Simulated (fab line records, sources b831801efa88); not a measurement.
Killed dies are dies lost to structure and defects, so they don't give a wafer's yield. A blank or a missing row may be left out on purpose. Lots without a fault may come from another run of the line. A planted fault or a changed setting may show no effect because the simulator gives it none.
Which tool did it? | flow sky130 | 11 lots, 32 wafers sampled, at 3 steps of a route of 708

WHAT THE GAUGES READ, wafer by wafer
SKY_CONTACT_CD_MEAS_14: target cd 170 nm.
lot  | measured     | on        | cd_nm (nm)
L368 | day 31 15:29 | cd_sem-01 | 170.0 172.0 172.5
L373 | day 33 03:21 | cd_sem-01 | 169.5 171.2 170.8
L375 | day 34 01:38 | cd_sem-02 | 171.8 173.3 171.6
L376 | day 34 05:38 | cd_sem-02 | 166.9 168.7 168.0
L377 | day 34 13:44 | cd_sem-02 | 169.6 170.5 170.4
L378 | day 34 21:26 | cd_sem-01 | 172.3 171.6 170.4
L379 | day 35 03:09 | cd_sem-02 | 172.5 171.5 171.0
L380 | day 35 15:30 | cd_sem-01 | 169.5 168.6 169.9
L383 | day 36 11:41 | cd_sem-01 | 171.3 173.4 173.5
L387 | day 37 18:58 | cd_sem-01 | 169.1 170.5
L390 | day 38 17:25 | cd_sem-02 | 168.1 168.6 169.6

WHICH TOOL RAN EACH LOT (tool, then ch and the chambers of the sampled wafers, then the start)
lot  | SKY_LI_CONTACT_CVD_21         | SKY_LOCAL_INTERCONNECT_STRIP_15
L368 | cvd_w-01 ch 0,1, day 29 04:22 | plasma_asher-01 ch 1, day 30 10:09
L373 | cvd_w-02 ch 0,1, day 30 18:03 | plasma_asher-03 ch 0,1, day 31 22:55
L375 | cvd_w-02 ch 0,1, day 31 18:16 | plasma_asher-03 ch 0,1, day 32 22:18
L376 | cvd_w-01 ch 0,1, day 31 22:12 | plasma_asher-01 ch 0,1, day 33 02:09
L377 | cvd_w-02 ch 0,1, day 32 07:19 | plasma_asher-03 ch 0,1, day 33 10:16
L378 | cvd_w-02 ch 0,1, day 32 13:56 | plasma_asher-02 ch 0,1, day 33 17:42
L379 | cvd_w-01 ch 0,1, day 32 19:55 | plasma_asher-03 ch 0, day 33 23:27
L380 | cvd_w-01 ch 0,1, day 33 08:16 | plasma_asher-03 ch 0,1, day 34 12:06
L383 | cvd_w-01 ch 0,1, day 34 05:36 | plasma_asher-03 ch 0,1, day 35 08:40
L387 | cvd_w-01 ch 1, day 35 13:16   | plasma_asher-01 ch 0,1, day 36 15:58
L390 | cvd_w-02 ch 1, day 36 11:46   | plasma_asher-01 ch 0,1, day 37 14:37
- SKY_LI_CONTACT_CVD_21: deposits W, target thk 400 nm, time 120.56 s.
- SKY_LOCAL_INTERCONNECT_STRIP_15: strips in O2/N2.

WHAT THE TOOLS THEMSELVES READ (means of the sampled wafers that have a number; where no wafer has one, the mark that the record gives instead)
SKY_LI_CONTACT_CVD_21.
lot  | tool     | heater_power_w (W)
L368 | cvd_w-01 | 850
L373 | cvd_w-02 | 774
L375 | cvd_w-02 | 765
L376 | cvd_w-01 | 898
L377 | cvd_w-02 | 780
L378 | cvd_w-02 | 783
L379 | cvd_w-01 | 902
L380 | cvd_w-01 | 853
L383 | cvd_w-01 | 846
L387 | cvd_w-01 | 950
L390 | cvd_w-02 | 780

SKY_LOCAL_INTERCONNECT_STRIP_15.
lot  | tool            | chamber_pressure_mTorr (mTorr) | drypump_motor_current_A (A) | oes_product_au (a.u.) | strip_time_to_endpoint_s (s)
L368 | plasma_asher-01 | 1500.6                         | 5.4                         | 0.427                 | 4.725
L373 | plasma_asher-03 | 1499.2                         | 6.1                         | 0.433                 | 4.744
L375 | plasma_asher-03 | 1500.0                         | 6.3                         | 0.432                 | 4.722
L376 | plasma_asher-01 | 1500.2                         | 5.3                         | 0.429                 | 4.751
L377 | plasma_asher-03 | 1499.4                         | 6.3                         | 0.428                 | 4.715
L378 | plasma_asher-02 | 1498.6                         | 6.0                         | 0.429                 | 4.726
L379 | plasma_asher-03 | 1499.3                         | 6.5                         | 0.427                 | 4.739
L380 | plasma_asher-03 | 1499.9                         | 6.1                         | 0.431                 | 4.731
L383 | plasma_asher-03 | 1500.4                         | 6.3                         | 0.425                 | 4.720
L387 | plasma_asher-01 | 1500.8                         | 5.3                         | 0.431                 | 4.761
L390 | plasma_asher-01 | 1498.7                         | 5.3                         | 0.428                 | 4.724

THE ANSWER, worked out from the rows above alone
Rule: what is usual is taken from the lots themselves. Put in order of their means at a reading, lots are off if they are a third of the lots or fewer, leave a main group of 4 or more, and stand apart from it by a gap of 3 or more times the standard deviation of the main group's means; of several such gaps the widest counts. A main group whose means are all the same, to the digits that the tables above print for the reading, isn't used. A lot without any number at a reading at which 4 lots or more have one is off too. The other lots that the step has rows for count as sound. The gauges are gone through in route order, then the tools' own readings, and for those a lot's mean is taken as printed above. The first step at which some lot is off is used, and at that step the reading that is off furthest; a lot without a number counts as furthest.
No lot is off at any reading shown: from this, nothing can be told.

WHAT THE SIMULATOR HAD PUT IN
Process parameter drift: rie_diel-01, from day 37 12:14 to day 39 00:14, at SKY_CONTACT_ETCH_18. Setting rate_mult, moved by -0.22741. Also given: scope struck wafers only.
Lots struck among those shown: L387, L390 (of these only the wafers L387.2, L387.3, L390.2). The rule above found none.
